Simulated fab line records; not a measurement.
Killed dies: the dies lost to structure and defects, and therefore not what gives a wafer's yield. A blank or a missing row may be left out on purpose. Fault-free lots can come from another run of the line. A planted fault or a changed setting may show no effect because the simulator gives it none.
Code-filled problem report in 8D (eight disciplines) form || flow gf180mcu || the parts of the form that need people (team, actions taken, sign-off) are left out

== 1. THE PROBLEM ==
Wafers without a fault read 1.003 a.u., standard deviation 0.0079; oes-product-au at GF_M5_ETCH_09 reads a mean of 1.196 a.u. on 3 wafers belonging to 3 lots. That puts it +24 standard deviations away from the usual mean.
The step: etches Si3N4 in CF4/O2, target depth 52 nm, time 11.6 s.
First seen on wafer L578.1, day 31 01:04, on rie-diel-04. The record has a number at this step for 20 wafers belonging to 7 lots. By rule, "out" or "out of limits" means more than 4 standard deviations away from the usual mean. The rest of the wafers with a number are treated as sound.

== 2. WHAT IT IS, AND WHAT IT ISN'T ==
{"question": "which readings at this step", "is": "oes-product-au, throttle-valve-pct", "is not": "drypump-motor-current-A"}
{"question": "which lots", "is": "L578, L581, L582", "is not": "L563, L565, L585, L586"}
{"question": "which wafers of those lots", "is": "L578.1, L581.1, L582.3", "is not": "L578.5, L581.2, L581.5, L582.2, L582.5"}
{"question": "read on which tools", "is": "rie-diel-04", "is not": "rie-diel-01, rie-diel-02"}
{"question": "when", "is": "from day 31 01:04", "is not": "up to then (7 sound wafers); but 10 sound wafers of L581, L582, L585, L586 came after"}

== 3. SUSPECTS, AND WHAT RULES EACH OUT ==
Counting: a tool at a process step up to the reading stays a suspect if it ran every lot that is out. Sound lots after the first of them don't rule it out here, since some wafers of a struck lot are sound.
- rie-diel-04 at GF_M5_ETCH_09 (etches Si3N4 in CF4/O2, target depth 52 nm, time 11.6 s): kept. Ran every lot that is out, first one L578 (day 31 01:04); last sound lot up to then L563 (day 26 11:59). Its own readings are out on those wafers: oes-product-au, throttle-valve-pct.
Remaining after the count: rie-diel-04 at GF_M5_ETCH_09.

== 4. THE CAUSE (what the simulator had put in) ==
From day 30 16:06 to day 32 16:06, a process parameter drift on rie-diel-04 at GF_M5_ETCH_09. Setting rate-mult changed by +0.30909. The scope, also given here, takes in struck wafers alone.
Counting left only this tool.

== 5. THE EFFECT CHAIN, in route order ==
Each row: a reading where the mean over the struck wafers with a number is more than 3 standard deviations away from the usual. Scope: only readings with a usual standard deviation given in the record; hours: median across lots of the time from each lot's start at the first step in this table that gives one to its start at this step; sigmas: change in usual standard deviations.
{"hours": 0, "step": "GF_M5_ETCH_09", "reading": "oes-product-au", "usual": "1.003 a.u.", "on struck wafers": 1.196, "change": "+0.193", "sigmas": "+24"}
{"hours": 0, "step": "GF_M5_ETCH_09", "reading": "throttle-valve-pct", "usual": "5.972 %", "on struck wafers": 6.030, "change": "+0.058", "sigmas": "+6.1"}
The process steps in it:
- GF_M5_ETCH_09: etches Si3N4 in CF4/O2, target depth 52 nm, time 11.6 s.

== 6. WHAT WOULD HAVE CAUGHT IT SOONER ==
First out-of-limits reading in this record: day 31 01:04, which is 9 hours after fault onset at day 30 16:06.
